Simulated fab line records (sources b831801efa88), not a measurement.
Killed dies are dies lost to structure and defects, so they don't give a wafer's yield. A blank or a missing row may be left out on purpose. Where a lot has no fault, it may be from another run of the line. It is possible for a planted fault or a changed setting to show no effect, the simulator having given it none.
Which tool did it? -- flow sky130 -- 11 lots with 33 wafers sampled at 2 steps, on a route of 708 steps

== WHAT THE GAUGES READ, wafer by wafer ==
SKY_CAPM_RS_MEAS_03: measures by four-point-probe. Usual: for CAPM_TIN_RS the level is 6.93 ohm/sq and the standard deviation is 0.066.
lot,measured,on,CAPM_TIN_RS (ohm/sq),flag
L972,day 37 05:26,filmMetro-04,6.88 6.94 6.89,
L974,day 37 22:26,filmMetro-04,6.93 6.89 6.89,
L975,day 38 00:35,filmMetro-04,6.85 6.92 6.84,
L976,day 38 15:10,filmMetro-01,6.90 6.92 6.93,
L981,day 40 04:46,filmMetro-04,6.96 6.95 6.93,
L983,day 40 07:07,filmMetro-02,6.87 6.84 7.05,
L984,day 40 08:37,filmMetro-04,7.05 6.99 7.03,
L982,day 40 10:33,filmMetro-01,7.00 6.93 6.84,
L985,day 40 18:43,filmMetro-02,6.90 6.88 6.90,
L987,day 41 03:47,filmMetro-04,7.11 7.05 6.99,
L992,day 42 17:40,filmMetro-02,6.88 6.89 6.96,

SKY_METAL3_CD_MEAS_13 targets a cd of 300 nm. Usual: cdNm 300.0 nm, standard deviation 1.7.
lot,measured,on,cdNm (nm),flag
L972,day 39 08:17,cdSem-01,299.8 300.8 300.5,
L974,day 40 00:26,cdSem-02,302.4 303.0 302.0,
L975,day 40 02:21,cdSem-01,299.2 301.0 300.0,
L976,day 40 16:20,cdSem-01,300.9 300.3 301.7,
L981,day 42 04:47,cdSem-02,300.1 301.5 301.9,
L983,day 42 08:11,cdSem-01,298.2 299.1 298.7,
L984,day 42 09:17,cdSem-01,301.2 300.3 299.9,
L982,day 42 10:35,cdSem-01,301.4 299.4 300.6,
L985,day 42 18:01,cdSem-01,298.8 298.5 298.3,
L987,day 43 02:57,cdSem-02,302.6 303.5 302.6,
L992,day 44 15:00,cdSem-02,301.8 300.2 300.5,

== TOOL THAT RAN EACH LOT (tool first, then ch and the chambers of the sampled wafers, then the start) ==
Record: no process step prior to these readings.

== AS READ BY THE TOOLS THEMSELVES (means over the sampled wafers that have a number; for cases with no such wafer, the mark the record gives instead) ==
The record holds no such reading with a usual standard deviation.

== THE ANSWER, worked out from the rows above alone ==
Rule: lot off if the mean of its wafers having a number is beyond 3 standard deviations from the usual mean. Also off: a lot with no number at a reading for which 4 or more lots have one. The other lots that the step has rows for count as sound. First the gauges in route order, then the tools' own readings, where a lot's mean is used as printed above. The first step at which some lot is off is used, and at that step the reading that is off furthest; a lot without a number counts as furthest.
No lot is off on any of the readings shown, so nothing can be concluded from this.

== WHAT THE SIMULATOR HAD PUT IN ==
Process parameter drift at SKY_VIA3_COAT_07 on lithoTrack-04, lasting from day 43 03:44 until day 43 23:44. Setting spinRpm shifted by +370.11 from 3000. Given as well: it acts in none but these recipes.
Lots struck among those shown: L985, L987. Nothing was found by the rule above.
